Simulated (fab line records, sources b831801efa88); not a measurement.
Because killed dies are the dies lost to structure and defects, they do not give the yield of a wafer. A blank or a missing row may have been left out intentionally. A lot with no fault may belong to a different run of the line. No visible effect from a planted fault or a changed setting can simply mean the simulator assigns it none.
One fault through the eyes of 2 desks :: flow gf180mcu :: what lay behind the numbers comes last; until then each desk has only its own

METROLOGY DESK
What the gauges read for every lot (on any tool): the sampled wafers with a number, averaged. If a lot's mean is further than 4 standard deviations from the usual mean, the lot is out of limits and carries the mark OUT (the distance appears in the brackets).
Columns: A = INCOMING_BOW at GF_STI_BOW_MEAS_00, usual 1 um; B = STI_OXIDATION_02_THK at GF_STI_THK_MEAS_30, usual 10.04 nm
lot: L232
first seen here: day 1 10:00
A: 6
B: 10.36

lot: L233
first seen here: day 1 15:01
A: 1
B: 10.04

lot: L235
first seen here: day 2 01:00
A: 4
B: 9.85

lot: L237
first seen here: day 2 11:00
A: -3
B: 9.79

lot: L238
first seen here: day 2 16:00
A: 6
B: 10.09

lot: L241
first seen here: day 3 07:01
A: 4
B: 10.09

lot: L243
first seen here: day 3 17:00
A: -3
B: 10.14

lot: L244
first seen here: day 3 22:00
A: -3
B: 10.21

lot: L245
first seen here: day 4 03:00
A: -6
B: 10.01

lot: L246
first seen here: day 4 08:01
A: -4
B: 10.06

lot: L248
first seen here: day 4 18:01
A: -2
B: 10.05

lot: L249
first seen here: day 4 23:00
A: 6
B: 10.09

lot: L250
first seen here: day 5 04:02
A: -2
B: 9.82

lot: L251
first seen here: day 5 09:01
A: -1
B: 10.45
Result from this desk: across the 14 lots, nothing is out of limits.

AT THE TOOL OWNER'S DESK: litho_track-04
The tool's own readings at GF_STI_DEVELOP_11 (develop time 60 s): means of the sampled wafers that have a number, for each lot that ran on this tool. If a lot's mean is further than 4 standard deviations from the usual mean, the lot is out of limits and carries the mark OUT (the distance appears in the brackets).
Columns: A = developer_temp_C at GF_STI_DEVELOP_11, usual 21.00 C; B = resist_line_temp_C at GF_STI_DEVELOP_11, usual 23.01 C
lot: L235
first seen here: day 2 15:48
A: 21.01
B: 23.20

lot: L237
first seen here: day 3 02:27
A: 20.93
B: 22.98

lot: L238
first seen here: day 3 08:42
A: 21.10
B: 22.90

lot: L244
first seen here: day 4 14:54
A: 20.85
B: 23.11

lot: L246
first seen here: day 5 01:01
A: 21.00
B: 23.01

lot: L248
first seen here: day 5 12:28
A: 21.07
B: 22.91

lot: L249
first seen here: day 5 16:24
A: 21.90 (+8.2) OUT
B: 23.06

lot: L251
first seen here: day 6 03:01
A: 21.80 (+7.2) OUT
B: 22.94
This desk's finding: out of limits on L249, L251; first on L249, day 5 16:24 (developer_temp_C at GF_STI_DEVELOP_11). L235, L237, L238, L244, L246, L248 stayed within limits.

PUT TOGETHER
On L249, L251, at day 5 16:24, an alarm was possible from the tool owner's desk.
From the metrology desk's view, nothing was out of limits.
The metrology desk holds a record of L249, L251, inside its limits.
On litho_track-04, each named lot ran GF_STI_DEVELOP_11.

WHAT THE SIMULATOR HAD INSERTED
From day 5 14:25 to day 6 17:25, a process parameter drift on litho_track-04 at GF_STI_DEVELOP_11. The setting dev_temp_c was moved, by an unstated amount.
Struck lots among those shown: L249, L251.
Delay in hours, fault start to first out-of-limits reading, by desk: the tool owner's desk at 2.
